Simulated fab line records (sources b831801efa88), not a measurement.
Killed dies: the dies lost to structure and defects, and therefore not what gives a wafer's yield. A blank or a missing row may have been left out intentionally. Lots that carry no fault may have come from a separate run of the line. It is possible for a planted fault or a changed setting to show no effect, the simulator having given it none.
Comparing a struck lot with a sound one | flow sky130 | 20 steps out of a route of 708
Sound: these wafers, L956.2, L956.3, L956.5. Struck: wafers L968.2, L968.5. (L968.6 of the same lot was not struck and is left out.) The cause comes at the end.
Per side, at each step with rows, come the tool, then ch with its chambers, and then its first start. Under that, the readings that differ: sound wafers | struck wafers | difference of the means | sigmas: that difference in standard deviations of wafers without a fault.
alike: readings with means less than 2 such deviations apart, plus words and numbers identical on both sides. not compared: withheld readings, readings lacking a value on some wafer, bounds such as >300 that could conceal the same value, and numbers that have no deviation in the record and whose values overlap.
A row with sigmas, a row that says differs or no value, or rows on one side alone: a step with any of these is where the two part. Numbers that don't overlap but have no deviation are shown without sigmas and don't part them. Lack of a reading on every wafer of one side parts them only where that side has two or more wafers.

SKY_CAP2M_METAL_ETCH_13: etches TiN in Cl2/BCl3, stops on SiO2, target depth 220 nm, time 62.9 s.
  sound on rie-metal-02 ch 0, day 40 17:19; struck on rie-metal-04 ch 0,1, day 43 23:31
  alike: drypump-motor-current-A, oes-product-au, throttle-valve-pct
  not compared: rf-hours-counter-h
SKY_CAP2M_STRIP_14: strips in O2/N2.
  sound on plasma-asher-04 ch 0,1, day 40 17:23; struck on plasma-asher-04 ch 1, day 43 23:36
  alike: drypump-motor-current-A, oes-product-au, strip-time-to-endpoint-s
  not compared: rf-hours-counter-h
then, 10 steps without rows for these wafers: SKY_CAP2M_STRIP_15 (strips in post etch residue remover, time 1200 s); SKY_CAP2M_CLEAN_16 (cleans in IPA, time 180 s); SKY_CAP2M_CLEAN_17 (cleans in O3/DIW); SKY_METAL4_DEHYDRATE_05 (time 60 s); SKY_METAL4_HMDS_06 (prime time 60 s); SKY_METAL4_COAT_07 (resist thk 60 nm); SKY_METAL4_COAT_08 (resist thk 1140 nm); SKY_METAL4_SOFTBAKE_09 (time 90 s); SKY_METAL4_EXPOSE_10 (exposes mask MM4, target cd 300 nm); SKY_METAL4_PEB_11.
SKY_METAL4_DEVELOP_12: develop time 60 s.
  sound on litho-track-03 ch 0, day 41 17:00; struck on litho-track-04 ch 0, day 44 23:00
  alike: chill-plate-temp-C
SKY_METAL4_CD_MEAS_13 targets a cd of 300 nm.
  struck on cd-sem-01, day 44 23:29; sound on cd-sem-01, day 41 17:43
  reading    | sound             | struck      | difference | sigmas
  cd-nm (nm) | 302.4 301.5 300.0 | 293.4 293.6 | -7.8       | -5
SKY_METAL4_OVL_MEAS_14:
  struck on overlay-01, day 44 23:36; sound on overlay-02, day 41 17:49
  alike: METAL4_OVL
SKY_METAL4_DESCUM_15: chemistry O2, time 8 s.
  sound on rie-metal-03 ch 0,1, day 41 17:51; struck on rie-metal-03 ch 0,1, day 44 23:38
  reading                 | sound             | struck      | difference | sigmas
  model.METAL4.cd-nm (nm) | 303.1 302.2 300.8 | 293.6 293.8 | -8.3       |
  alike: drypump-motor-current-A, oes-product-au
  not compared: rf-hours-counter-h
SKY_METAL4_ETCH_16: etches BARC in N2/H2, stops on SiO2, time 88.2 s, target depth 60 nm.
  sound on rie-metal-03 ch 0,1, day 41 17:53; struck on rie-metal-03 ch 0,1, day 44 23:40
  reading               | sound             | struck      | difference | sigmas
  oes-product-au (a.u.) | 0.625 0.632 0.624 | 0.622 0.612 | -0.010     | -2
  alike: drypump-motor-current-A, throttle-valve-pct
  not compared: rf-hours-counter-h
SKY_METAL4_ETCH_17: etches SiO2 in C4F8/O2/Ar, stops on TiN, time 3.9 s, target depth 15 nm.
  sound on rie-diel-04 ch 0,1, day 41 17:59; struck on rie-diel-04 ch 0,2, day 44 23:46
  reading                 | sound             | struck      | difference | sigmas
  model.METAL4.cd-nm (nm) | 302.6 302.5 300.4 | 294.6 294.1 | -7.5       |
  alike: oes-product-au
  not compared: rf-hours-counter-h
SKY_METAL4_METAL_ETCH_18: etches the open film in Cl2/BCl3, stops on SiO2, target depth 845 nm, time 183.1 s.
  sound on rie-metal-01 ch 0,1, day 41 18:00; struck on rie-metal-01 ch 0, day 44 23:47
  alike: drypump-motor-current-A, oes-product-au, throttle-valve-pct
  not compared: rf-hours-counter-h
SKY_PAD_OPEN_PROBE_99:
  rows exist in the record for the sound wafers here (prober-02, day 45 18:35), none for the struck ones

## WHERE THEY PART
First at SKY_METAL4_CD_MEAS_13; last, within this record, at SKY_PAD_OPEN_PROBE_99.

WHY: whatever the simulator had introduced
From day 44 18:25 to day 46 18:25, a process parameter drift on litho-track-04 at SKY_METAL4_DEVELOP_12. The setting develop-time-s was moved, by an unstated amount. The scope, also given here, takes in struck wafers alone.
